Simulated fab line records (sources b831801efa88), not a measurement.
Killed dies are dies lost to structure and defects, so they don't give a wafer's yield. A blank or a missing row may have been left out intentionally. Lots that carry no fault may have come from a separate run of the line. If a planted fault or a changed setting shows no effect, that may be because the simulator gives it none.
Struck lot and sound lot, side by side + flow sky130 + 19 steps out of a route of 708
Sound: these wafers, L630.2, L630.4, L630.6. Struck: wafers L640.1, L640.4, L640.6. The cause is given at the end.
Each step with rows lists, per side, the tool, then ch with its chambers, then its first start. Under that, the readings that differ: sound wafers + struck wafers + difference of the means + sigmas: that difference in standard deviations of wafers without a fault.
alike: readings with means less than 2 such deviations apart, plus words and numbers identical on both sides. not compared: withheld readings, readings lacking a value on some wafer, bounds such as >300 that could conceal the same value, and numbers that have no deviation in the record and whose values overlap.
A row with sigmas, a row that says differs or no value, or rows on one side alone: a step with any of these is where the two part. When numbers do not overlap yet have no deviation, they are printed without sigmas and do not part them. Lack of a reading on every wafer of one side parts them only where that side has two or more wafers.

first, 3 steps without rows for these wafers: SKY_SD_P_EXPOSE_04 (exposes mask PSDM, target cd 380 nm); SKY_SD_P_PEB_05; SKY_SD_P_DEVELOP_06 (develop time 60 s).
SKY_SD_P_CD_MEAS_07: target cd 380 nm.
  sound on cd sem-02, day 27 08:59; struck on cd sem-02, day 31 13:49
  alike: cd nm
SKY_SD_P_OVL_MEAS_08:
  sound on overlay-01, day 27 09:06; struck on overlay-01, day 31 13:56
  alike: SD_P_OVL
then, 1 step without rows for these wafers: SKY_SD_P_IMPLANT_09.
SKY_SD_P_STRIP_10: strips in O2/N2.
  sound on plasma asher-03 ch 0, day 27 09:17; struck on plasma asher-03 ch 0,1, day 31 14:07
  alike: drypump motor current A, oes product au, strip time to endpoint s
  not compared: rf hours counter h
SKY_SD_P_TW_MEAS_11:
  sound on film metro-03, day 27 09:23; struck on film metro-03, day 31 14:13
  alike: SD_P_TW
then, 4 steps without rows for these wafers: SKY_RES_XHIGH_DEHYDRATE_00 (time 60 s); SKY_RES_XHIGH_HMDS_01 (prime time 60 s); SKY_RES_XHIGH_COAT_02 (resist thk 1140 nm); SKY_RES_XHIGH_SOFTBAKE_03 (time 60 s).
SKY_RES_XHIGH_EXPOSE_04: exposes mask URPM, target cd 1270 nm.
  struck on iline stepper-01, day 32 03:52; sound on iline stepper-01 ch 0, day 27 23:42
  no value came back on the struck wafers for exposure dose mJ cm2, focus offset nm (nm), stage vel mm s (mm/s); on the sound wafers exposure dose mJ cm2 reads 140.00 139.90 139.92
  alike: mask
then, 3 steps without rows for these wafers: SKY_RES_XHIGH_PEB_05; SKY_RES_XHIGH_DEVELOP_06 (develop time 60 s); SKY_RES_XHIGH_IMPLANT_07.
SKY_RES_XHIGH_STRIP_08: strips in O2/N2.
  sound on plasma asher-04 ch 1, day 28 13:37; struck on plasma asher-04 ch 0,1, day 32 17:17
  alike: drypump motor current A, oes product au, strip time to endpoint s
  not compared: rf hours counter h
SKY_RES_XHIGH_TW_MEAS_09:
  sound on film metro-01, day 28 13:44; struck on film metro-02, day 32 17:23
| reading      | sound          | struck   | difference | sigmas      |
|--------------|----------------|----------|------------|-------------|
| RES_XHIGH_TW | 1655 1652 1661 | 30 30 30 | -1626      | -99 or more |
then, 1 step without rows for these wafers: SKY_SD_N_DEHYDRATE_00 (time 60 s).

== WHERE THEY PART ==
Last at SKY_RES_XHIGH_TW_MEAS_09 as far as this record goes, first at SKY_RES_XHIGH_EXPOSE_04.

WHY: what had been put in by the simulator
Entire step skipped (iline stepper-01, SKY_RES_XHIGH_EXPOSE_04), from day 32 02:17 onward. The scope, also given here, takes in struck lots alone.
